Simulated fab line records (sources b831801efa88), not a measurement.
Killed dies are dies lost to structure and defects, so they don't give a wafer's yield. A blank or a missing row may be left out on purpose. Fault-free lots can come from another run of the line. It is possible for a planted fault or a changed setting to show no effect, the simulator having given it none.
fab line records || flow sky130 || part 2 of 2: steps 43 to 43 of 43
record {"lots": 6, "wafers": 18, "last-day": 50}
route steps=708 shown CONTACT@421 METAL1@434 VIA1@458 PAD_OPEN@708
lots with no fault: from the same line, run without faults
start-h: the number of hours between the record's first day and the start of the first shown wafer of the lot || wait-h: how many hours have passed since the lot's step before this one || " identical to the entry in the row above || L1.1+2: a row that stands for several wafers || - no value present, or no start provided || * or withheld: withheld || < > ~ a bound
route shown NAME@n: names a module that has steps shown in the file, with the first one's number in the route || usual: mean/standard deviation of fault-free wafers || same: alike in all rows || chamber/n: place in a boat || sites: each site's reading || _std_site: the standard deviation of these || _edge_site: outer sites' mean less inner sites' || radius-mm: for every site, how far away it sits from the centre of the wafer || mask NAME#n: copy n || behind: the most recent tool/chamber to have shaped the wafer || hold: the reason the lot was held/the length of the hold in hours/how it ended || device: the n, p or np transistor that did not switch || end of line: the same wafers' tests at the end of the route || step lacking rows: just its recipe || killed: dies lost to structure and defects at the first sort, not the wafer's yield || map: per-die view of a wafer (x killed, . not killed, _ where there is no die)
set.NAME: the setting that was run; set.NAME@STEP: the one run at that earlier step || model.NAME: the simulator's own value behind a step, which no gauge read
certain route steps with their lots: each step a table, each wafer a row
services: from which hour (start-h, from the record's first day; less than 0 if before it) a tool's chamber was out of use, for how many hours, and why
## steps
# step SKY_PAD_OPEN_PROBE_99
# usual {"killed_at_M0_to_M3": "43/7.6", "killed_at_M4_up": "2.9/1.9", "killed-at-contacts": "24/5", "killed-at-front-end": "15/4.3", "killed-at-other": "0.3/0.54", "killed-dies": "85/10", "killed-on-rim": "17/3.9", "killed-open": "47/7", "killed-short": "38/6.4"}
# same {"gross-dies": 492, "killed-at-back-side": 0}
{"lot.wafer": "L223.1", "tool": "prober-01", "chamber": "-", "start-h": 1111.08, "wait-h": 0.1, "killed_at_M0_to_M3": 59, "killed_at_M4_up": 4, "killed-at-contacts": 17, "killed-at-front-end": 12, "killed-at-other": 0, "killed-dies": 92, "killed-on-rim": 13, "killed-open": 46, "killed-short": 46}
{"lot.wafer": "L223.3", "tool": "prober-01", "chamber": "-", "start-h": 1111.18, "wait-h": 0.2, "killed_at_M0_to_M3": 41, "killed_at_M4_up": 1, "killed-at-contacts": 18, "killed-at-front-end": 15, "killed-at-other": 0, "killed-dies": 75, "killed-on-rim": 19, "killed-open": 45, "killed-short": 30}
{"lot.wafer": "L223.5", "tool": "prober-01", "chamber": "-", "start-h": 1111.28, "wait-h": 0.2, "killed_at_M0_to_M3": 31, "killed_at_M4_up": 4, "killed-at-contacts": 18, "killed-at-front-end": 16, "killed-at-other": 0, "killed-dies": 69, "killed-on-rim": 19, "killed-open": 41, "killed-short": 28}
{"lot.wafer": "L224.1", "tool": "prober-02", "chamber": "-", "start-h": 1114.24, "wait-h": 0.1, "killed_at_M0_to_M3": 43, "killed_at_M4_up": 2, "killed-at-contacts": 19, "killed-at-front-end": 7, "killed-at-other": 0, "killed-dies": 71, "killed-on-rim": 19, "killed-open": 44, "killed-short": 27}
{"lot.wafer": "L224.2", "tool": "prober-02", "chamber": "-", "start-h": 1114.29, "wait-h": 0.1, "killed_at_M0_to_M3": 31, "killed_at_M4_up": 1, "killed-at-contacts": 24, "killed-at-front-end": 14, "killed-at-other": 0, "killed-dies": 70, "killed-on-rim": 16, "killed-open": 36, "killed-short": 34}
{"lot.wafer": "L224.5", "tool": "prober-02", "chamber": "-", "start-h": 1114.44, "wait-h": 0.2, "killed_at_M0_to_M3": 54, "killed_at_M4_up": 5, "killed-at-contacts": 25, "killed-at-front-end": 17, "killed-at-other": 0, "killed-dies": 101, "killed-on-rim": 19, "killed-open": 53, "killed-short": 48}
{"lot.wafer": "L227.3", "tool": "prober-02", "chamber": "-", "start-h": 1140.16, "wait-h": 0.2, "killed_at_M0_to_M3": 36, "killed_at_M4_up": 0, "killed-at-contacts": 17, "killed-at-front-end": 16, "killed-at-other": 0, "killed-dies": 69, "killed-on-rim": 12, "killed-open": 33, "killed-short": 36}
{"lot.wafer": "L227.5", "tool": "prober-02", "chamber": "-", "start-h": 1140.26, "wait-h": 0.2, "killed_at_M0_to_M3": 47, "killed_at_M4_up": 2, "killed-at-contacts": 21, "killed-at-front-end": 24, "killed-at-other": 1, "killed-dies": 95, "killed-on-rim": 15, "killed-open": 45, "killed-short": 50}
{"lot.wafer": "L227.6", "tool": "prober-02", "chamber": "-", "start-h": 1140.31, "wait-h": 0.2, "killed_at_M0_to_M3": 56, "killed_at_M4_up": 1, "killed-at-contacts": 12, "killed-at-front-end": 21, "killed-at-other": 0, "killed-dies": 90, "killed-on-rim": 18, "killed-open": 49, "killed-short": 41}
{"lot.wafer": "L235.2", "tool": "prober-01", "chamber": "-", "start-h": 1171.70, "wait-h": 0.1, "killed_at_M0_to_M3": 30, "killed_at_M4_up": 3, "killed-at-contacts": 226, "killed-at-front-end": 10, "killed-at-other": 0, "killed-dies": 269, "killed-on-rim": 52, "killed-open": 33, "killed-short": 27}
{"lot.wafer": "L235.5", "tool": "prober-01", "chamber": "-", "start-h": 1171.85, "wait-h": 0.2, "killed_at_M0_to_M3": 38, "killed_at_M4_up": 1, "killed-at-contacts": 29, "killed-at-front-end": 9, "killed-at-other": 0, "killed-dies": 77, "killed-on-rim": 15, "killed-open": 43, "killed-short": 34}
{"lot.wafer": "L235.6", "tool": "prober-01", "chamber": "-", "start-h": 1171.90, "wait-h": 0.2, "killed_at_M0_to_M3": 49, "killed_at_M4_up": 1, "killed-at-contacts": 32, "killed-at-front-end": 19, "killed-at-other": 0, "killed-dies": 101, "killed-on-rim": 12, "killed-open": 63, "killed-short": 38}
{"lot.wafer": "L236.1", "tool": "prober-02", "chamber": "-", "start-h": 1180.69, "wait-h": 0.1, "killed_at_M0_to_M3": 25, "killed_at_M4_up": 0, "killed-at-contacts": 227, "killed-at-front-end": 11, "killed-at-other": 0, "killed-dies": 263, "killed-on-rim": 49, "killed-open": 22, "killed-short": 19}
{"lot.wafer": "L236.3", "tool": "prober-02", "chamber": "-", "start-h": 1180.79, "wait-h": 0.2, "killed_at_M0_to_M3": 36, "killed_at_M4_up": 4, "killed-at-contacts": 25, "killed-at-front-end": 15, "killed-at-other": 0, "killed-dies": 80, "killed-on-rim": 13, "killed-open": 50, "killed-short": 30}
{"lot.wafer": "L236.6", "tool": "prober-02", "chamber": "-", "start-h": 1180.94, "wait-h": 0.2, "killed_at_M0_to_M3": 51, "killed_at_M4_up": 2, "killed-at-contacts": 16, "killed-at-front-end": 19, "killed-at-other": 1, "killed-dies": 89, "killed-on-rim": 16, "killed-open": 46, "killed-short": 43}
{"lot.wafer": "L238.1", "tool": "prober-02", "chamber": "-", "start-h": 1190.77, "wait-h": 0.1, "killed_at_M0_to_M3": 43, "killed_at_M4_up": 2, "killed-at-contacts": 35, "killed-at-front-end": 12, "killed-at-other": 0, "killed-dies": 92, "killed-on-rim": 19, "killed-open": 50, "killed-short": 42}
{"lot.wafer": "L238.2", "tool": "prober-02", "chamber": "-", "start-h": 1190.82, "wait-h": 0.1, "killed_at_M0_to_M3": 45, "killed_at_M4_up": 4, "killed-at-contacts": 25, "killed-at-front-end": 14, "killed-at-other": 0, "killed-dies": 88, "killed-on-rim": 16, "killed-open": 55, "killed-short": 33}
{"lot.wafer": "L238.3", "tool": "prober-02", "chamber": "-", "start-h": 1190.87, "wait-h": 0.2, "killed_at_M0_to_M3": 57, "killed_at_M4_up": 2, "killed-at-contacts": 34, "killed-at-front-end": 11, "killed-at-other": 0, "killed-dies": 104, "killed-on-rim": 21, "killed-open": 54, "killed-short": 50}
# killed by level:class
L223.1 VIA3:geometric-particle:open=14 METAL1:geometric-particle:short=11 VIA1:geometric-particle:short=9 CONTACT:geometric-particle:open=6 VIA2:geometric-particle:open=6 VIA1:geometric-particle:open=5 METAL4:geometric-particle:short=4 LI_CONTACT:geometric-particle:open=4
L223.3 VIA1:geometric-particle:open=9 CONTACT:geometric-particle:open=7 FIELD_ISO:geometric-particle:open=6 METAL1:geometric-particle:short=5 LI_CONTACT:geometric-particle:open=5 VIA1:geometric-particle:short=5 VIA2:geometric-particle:open=5 POLY_GATE:geometric-particle:short=4
L223.5 LI_CONTACT:geometric-particle:open=9 VIA1:geometric-particle:open=6 VIA3:geometric-particle:open=6 FIELD_ISO:geometric-particle:open=5 POLY_GATE:geometric-particle:short=5 FIELD_ISO:geometric-particle:short=4 CONTACT:geometric-particle:open=4 VIA2:geometric-particle:open=4
L224.1 CONTACT:geometric-particle:open=10 METAL1:geometric-particle:short=9 VIA1:geometric-particle:open=9 VIA2:geometric-particle:open=8 LI_CONTACT:geometric-particle:open=5 VIA3:geometric-particle:open=5 METAL2:geometric-particle:short=4 METAL2:geometric-particle:open=3
L224.2 CONTACT:geometric-particle:open=8 VIA1:geometric-particle:open=7 FIELD_ISO:geometric-particle:short=5 LI_CONTACT:geometric-particle:open=5 LOCAL_INTERCONNECT:geometric-particle:short=5 VIA3:geometric-particle:short=5 CONTACT:geometric-particle:short=4 METAL1:geometric-particle:short=4
L224.5 VIA2:geometric-particle:open=13 CONTACT:geometric-particle:open=10 CONTACT:geometric-particle:short=7 METAL1:geometric-particle:short=7 METAL2:geometric-particle:short=7 LI_CONTACT:geometric-particle:open=6 VIA1:geometric-particle:open=6 FIELD_ISO:geometric-particle:short=4
L227.3 VIA1:geometric-particle:open=9 METAL1:geometric-particle:short=8 LI_CONTACT:geometric-particle:open=7 VIA2:geometric-particle:short=5 VIA1:geometric-particle:short=5 LOCAL_INTERCONNECT:geometric-particle:short=4 FIELD_ISO:geometric-particle:short=3 CONTACT:geometric-particle:open=3
L227.5 VIA1:geometric-particle:open=11 LI_CONTACT:geometric-particle:open=9 FIELD_ISO:geometric-particle:short=7 POLY_GATE:geometric-particle:short=7 METAL2:geometric-particle:short=7 METAL1:geometric-particle:short=6 VIA2:geometric-particle:short=5 VIA3:geometric-particle:open=5
L227.6 VIA1:geometric-particle:open=11 METAL1:geometric-particle:short=7 VIA3:geometric-particle:open=7 FIELD_ISO:geometric-particle:open=6 FIELD_ISO:geometric-particle:short=6 VIA2:geometric-particle:open=6 VIA1:geometric-particle:short=6 METAL2:geometric-particle:open=5
L235.2 CONTACT:unspecified=209 VIA1:geometric-particle:open=9 VIA3:geometric-particle:open=6 LI_CONTACT:geometric-particle:open=5 LI_CONTACT:geometric-particle:short=5 METAL3:geometric-particle:short=4 CONTACT:geometric-particle:open=3 VIA1:geometric-particle:short=3
L235.5 CONTACT:geometric-particle:open=19 VIA1:geometric-particle:short=7 VIA3:geometric-particle:open=7 METAL1:geometric-particle:short=5 VIA2:geometric-particle:open=5 CONTACT:geometric-particle:short=4 FIELD_ISO:geometric-particle:short=3 LI_CONTACT:geometric-particle:short=3
L235.6 CONTACT:geometric-particle:open=13 VIA1:geometric-particle:open=11 VIA2:geometric-particle:open=9 CONTACT:geometric-particle:short=7 FIELD_ISO:geometric-particle:open=6 LI_CONTACT:geometric-particle:open=6 VIA1:geometric-particle:short=6 VIA3:geometric-particle:open=6
L236.1 CONTACT:unspecified=222 VIA3:geometric-particle:open=6 VIA1:geometric-particle:open=6 FIELD_ISO:geometric-particle:short=4 METAL1:geometric-particle:short=4 POLY_GATE:geometric-particle:short=3 VIA2:geometric-particle:open=3 POLY_GATE:geometric-particle:open=2
L236.3 CONTACT:geometric-particle:open=13 LI_CONTACT:geometric-particle:open=7 VIA1:geometric-particle:open=7 METAL1:geometric-particle:short=6 VIA2:geometric-particle:open=5 VIA3:geometric-particle:open=5 FIELD_ISO:geometric-particle:open=4 VIA3:geometric-particle:short=4
L236.6 VIA1:geometric-particle:open=11 METAL2:geometric-particle:short=10 POLY_GATE:geometric-particle:open=6 METAL1:geometric-particle:short=6 FIELD_ISO:geometric-particle:open=5 CONTACT:geometric-particle:open=5 VIA3:geometric-particle:short=4 CONTACT:geometric-particle:short=4
L238.1 CONTACT:geometric-particle:open=14 VIA1:geometric-particle:open=10 LI_CONTACT:geometric-particle:open=7 VIA3:geometric-particle:open=7 LOCAL_INTERCONNECT:geometric-particle:short=6 METAL1:geometric-particle:short=5 CONTACT:geometric-particle:short=5 VIA2:geometric-particle:short=5
L238.2 CONTACT:geometric-particle:open=11 VIA2:geometric-particle:open=8 VIA1:geometric-particle:open=7 LI_CONTACT:geometric-particle:open=6 VIA3:geometric-particle:open=6 FIELD_ISO:geometric-particle:open=5 METAL1:geometric-particle:short=5 METAL2:geometric-particle:short=5
L238.3 CONTACT:geometric-particle:open=13 VIA1:geometric-particle:open=11 METAL2:geometric-particle:short=9 VIA2:geometric-particle:open=8 LI_CONTACT:geometric-particle:open=7 VIA3:geometric-particle:open=7 LI_CONTACT:geometric-particle:short=6 CONTACT:geometric-particle:short=6
# map L235.2 (x killed, . not)
__________xx..xx.xx._________
________.x..x.xx..x.x._______
______xx....xxx...xxxx.._____
_____xxxx..x.xxx.x.xxxx.x____
____.x..xxxx.x..x...xxxx..___
___x..xx..x.xx.x.xxx.xxxx..__
__.xx.xxxx.x..x.x...xxxxxx.x_
_xxxx.x..x....x.....x.x.xxx.x
_.x.xx...xxxxxx..xxxx.x.x..xx
_.xx...xxxxxxxxx...x..x..x..x
_x.xxx..xx...x.xxxxxx.....xx.
_xxxxx..x.xx...xxx.xxx.x...x.
_.....xxxx.x.....xxxx.......x
_x.x.x.xx.x...xxx.xxx..x.xxx.
_xxx.xxxxxx..xx.xx.x..xxx....
__.x.xxx..x.x...xxxx..x..xxx_
___xx.xx.x..xx..x.xx.xx.xxx__
____.xxxxx.x..x...x.......___
_____..xxxx...x.xxxxxxxxx____
______xxxxxxx........x.x_____
________.x..xx.xxxxx.x_______
__________xxxx.....x_________
# map L236.1 (x killed, . not)
__________.x...xxx.._________
________.x...xx.xx..xx_______
______x...xxx.x...xxx.xx_____
_____xx.x..xxx...xxxxxx.x____
____..x.xxx.x.x.xxxx...xxx___
___x.x..xxxx.xxx.xx.xx..xx.__
__xxxx...xxx.x..xxxx.xxxxx.x_
_.x......xx.....xxxxxx...xxxx
_x.xxxxxx.x.x..xx.xx.xx.x..x.
_xxx.x....x.x.xxx.xx.xx.x.xx.
_...xxx.xx..xxxxxx...xxxx..x.
_.x..x.x.x....x.xx..x.xx.xx.x
_..xx.x.x...x.xx.xxxxx.xxx..x
_.x..x...x.xxxx.xx..xxx..x.xx
_.xxxx.xx.x.x.xx.xxx........x
__.....xxxx.x..x....x....xxx_
___xx....xxx..xx.x..x...x..__
____xxx.x....x.xx.x.x....x___
_____x.xx.xxx.xxx.x...x..____
______...x.xx.xxxx.x...x_____
________.xx..xxx...xx._______
__________xx.x.x.x.x_________
## services
{"tool": "rie-metal-04", "chamber": "-", "start-h": 756.27, "hours": 0.7, "kind": "repair"}
{"tool": "cmp-01", "chamber": "-", "start-h": 767.22, "hours": 3.0, "kind": "repair"}
{"tool": "rie-diel-04", "chamber": 0, "start-h": 785.23, "hours": 7.2, "kind": "repair"}
{"tool": "pvd-sputter-02", "chamber": "-", "start-h": 790.80, "hours": 6.8, "kind": "repair"}
{"tool": "pvd-sputter-04", "chamber": "-", "start-h": 794.33, "hours": 1.5, "kind": "repair"}
{"tool": "cmp-02", "chamber": "-", "start-h": 801.19, "hours": 6.4, "kind": "pm"}
{"tool": "cmp-01", "chamber": "-", "start-h": 811.28, "hours": 4.4, "kind": "repair"}
{"tool": "cmp-01", "chamber": "-", "start-h": 811.64, "hours": 1.3, "kind": "repair"}
{"tool": "cmp-01", "chamber": "-", "start-h": 813.94, "hours": 0.7, "kind": "repair"}
{"tool": "plasma-asher-01", "chamber": "-", "start-h": 815.12, "hours": 2.1, "kind": "repair"}
{"tool": "cmp-02", "chamber": "-", "start-h": 823.45, "hours": 4.4, "kind": "repair"}
{"tool": "plasma-asher-02", "chamber": "-", "start-h": 831.02, "hours": 2.7, "kind": "repair"}
{"tool": "rie-diel-01", "chamber": 0, "start-h": 831.13, "hours": 16.3, "kind": "repair"}
{"tool": "cmp-02", "chamber": "-", "start-h": 841.06, "hours": 1.4, "kind": "repair"}
{"tool": "rie-diel-04", "chamber": 1, "start-h": 857.28, "hours": 132.0, "kind": "repair"}
{"tool": "plasma-asher-01", "chamber": "-", "start-h": 869.28, "hours": 0.9, "kind": "repair"}
{"tool": "cmp-01", "chamber": "-", "start-h": 870.69, "hours": 0.5, "kind": "repair"}
{"tool": "cmp-02", "chamber": "-", "start-h": 884.51, "hours": 0.4, "kind": "repair"}
{"tool": "rie-diel-01", "chamber": 1, "start-h": 889.88, "hours": 3.0, "kind": "repair"}
{"tool": "cmp-01", "chamber": "-", "start-h": 897.68, "hours": 12.8, "kind": "pm"}
{"tool": "rie-diel-01", "chamber": "-", "start-h": 901.19, "hours": 2.8, "kind": "pm"}
{"tool": "cmp-01", "chamber": "-", "start-h": 910.45, "hours": 3.2, "kind": "pm"}
{"tool": "cmp-01", "chamber": "-", "start-h": 913.65, "hours": 4.0, "kind": "pm"}
{"tool": "cmp-01", "chamber": "-", "start-h": 916.41, "hours": 0.2, "kind": "repair"}
## key
first-sign {"step": "SKY_PAD_OPEN_PROBE_99", "reading": "killed-at-contacts", "direction": "up", "sigmas": 40, "usual": 24, "struck": 226}
effect {"step": "SKY_PAD_OPEN_PROBE_99", "reading": "killed-dies", "direction": "up", "sigmas": 18, "usual": 85, "struck": 266}
met-at SKY_CONTACT_CMP_27
struck-wafers L235.2,L236.1
tester-left-out L235,L236
onset-between 787.25 865.54
fault {"kind": "chamber-particle-source", "tool": "cmp-02", "chamber": 2, "onset-h": 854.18, "steps": "SKY_CONTACT_CMP_27", "rate-per-visit-cm2": 1.1851, "end-h": 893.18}
# tester-left-out: of these lots the tester's yield and bins aren't shown, on N5 and GAA mostly nor the transistor test; their killed dies are dies lost to structure and defects alone, not to doping, threshold or leakage, so they don't give the yield
